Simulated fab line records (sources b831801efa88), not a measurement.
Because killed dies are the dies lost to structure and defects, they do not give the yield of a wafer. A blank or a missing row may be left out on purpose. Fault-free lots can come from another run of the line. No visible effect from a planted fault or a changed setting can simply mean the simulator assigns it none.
Which tool did it? -- flow gf180mcu -- 6 lots, 17 wafers sampled, at 1 step of a route of 602

== WHAT THE GAUGES SHOWED, per wafer ==
GF_V4_OVL_MEAS_15.
lot,measured,on,V4_OVL (nm)
L595,day 25 17:37,overlay-01,6 -6
L605,day 29 08:23,overlay-01,3 2 3
L607,day 29 15:56,overlay-02,2 1 -3
L608,day 30 02:54,overlay-02,-4 0 -3
L611,day 30 14:29,overlay-01,0 0 1
L613,day 31 03:27,overlay-01,-1 9 6

== EACH LOT AND THE TOOL THAT RAN IT (in order: tool; ch and the chambers of the sampled wafers; start) ==
There is no process step in the record ahead of these readings.

== THE ANSWER, worked out from the rows above alone ==
Rule: what is usual is taken from the lots themselves. Put in order of their means at a reading, lots are off if they are a third of the lots or fewer, leave a main group of 4 or more, and stand apart from it by a gap of 3 or more times the standard deviation of the main group's means; of several such gaps the widest counts. The tables above print the reading to a certain number of digits; a main group whose means all agree to those digits is not used. Also off: a lot with no number at a reading for which 4 or more lots have one. The other lots that the step has rows for count as sound.
Across all readings shown, no lot is off: no conclusion can be drawn from this.

== WHAT THE SIMULATOR PUT IN ==
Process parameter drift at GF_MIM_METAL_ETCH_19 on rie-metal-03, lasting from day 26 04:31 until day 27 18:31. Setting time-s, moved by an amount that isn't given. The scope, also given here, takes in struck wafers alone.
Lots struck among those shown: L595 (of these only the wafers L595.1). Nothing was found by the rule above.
